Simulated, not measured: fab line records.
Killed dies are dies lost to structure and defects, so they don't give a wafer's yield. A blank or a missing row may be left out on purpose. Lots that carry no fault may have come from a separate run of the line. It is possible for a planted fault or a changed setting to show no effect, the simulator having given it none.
The tool behind it: which one? + flow gf180mcu + 6 lots with 18 wafers sampled at 3 steps, on a route of 602 steps

## WHAT THE GAUGES SHOWED, per wafer
GF_CONTACT_THK_MEAS_01.
| lot  | measured     | on            | CONTACT_CVD_00_THK (nm) |
|------|--------------|---------------|-------------------------|
| L545 | day 15 14:13 | film metro-04 | 301 297 296             |
| L549 | day 17 10:39 | film metro-03 | 301 299 303             |
| L552 | day 18 02:49 | film metro-02 | 305 302 299             |
| L554 | day 18 13:07 | film metro-04 | 297 146 298             |
| L564 | day 22 07:29 | film metro-03 | 292 294 294             |
| L566 | day 22 21:13 | film metro-04 | 297 295 300             |

## WHAT TOOL EACH LOT RAN ON (gives the tool, then ch and the chambers of the sampled wafers, and finally the start)
| lot  | GF_SAB_ETCH_11                     | GF_CONTACT_CVD_00                |
|------|------------------------------------|----------------------------------|
| L545 | rie diel-03 ch 0,2,3, day 15 13:19 | hdpcvd-01 ch 0,1,2, day 15 14:10 |
| L549 | rie diel-01 ch 1,2,3, day 17 09:43 | hdpcvd-02 ch 0, day 17 10:35     |
| L552 | rie diel-03 ch 1,2,3, day 18 01:55 | hdpcvd-01 ch 0,1, day 18 02:47   |
| L554 | rie diel-01 ch 1,3, day 18 12:01   | hdpcvd-02 ch 0,2, day 18 13:04   |
| L564 | rie diel-01 ch 0,2, day 22 06:33   | hdpcvd-02 ch 0,1, day 22 07:25   |
| L566 | rie diel-03 ch 1,3, day 22 20:16   | hdpcvd-02 ch 0,1,2, day 22 21:10 |
- GF_SAB_ETCH_11: etches SiO2 in C4F8/O2/Ar, target depth 55 nm, time 8.5 s.
- GF_CONTACT_CVD_00: deposits SiO2, target thk 300 nm, time 50 s.

## THE ANSWER, worked out from the rows above alone
Rule: the lots themselves supply what counts as usual. Put in order of their means at a reading, lots are off if they are a third of the lots or fewer, leave a main group of 4 or more, and stand apart from it by a gap of 3 or more times the standard deviation of the main group's means; of several such gaps the widest counts. The tables above print the reading to a certain number of digits; a main group whose means all agree to those digits is not used. A lot without any number at a reading at which 4 lots or more have one is off too. Where the step has rows for the other lots, those lots are counted as sound.
Off: at GF_CONTACT_THK_MEAS_01 (CONTACT_CVD_00_THK), L554. The main group has a mean of 298 nm with a standard deviation of 3.1.
A tool fits if, at a process step before that reading, it ran every lot that is off, and no sound lot after the first of them. Gauges at GF_CONTACT_THK_MEAS_01: tried the same way as those tools. Of those tried, none fits.

## WHAT THE SIMULATOR PUT IN
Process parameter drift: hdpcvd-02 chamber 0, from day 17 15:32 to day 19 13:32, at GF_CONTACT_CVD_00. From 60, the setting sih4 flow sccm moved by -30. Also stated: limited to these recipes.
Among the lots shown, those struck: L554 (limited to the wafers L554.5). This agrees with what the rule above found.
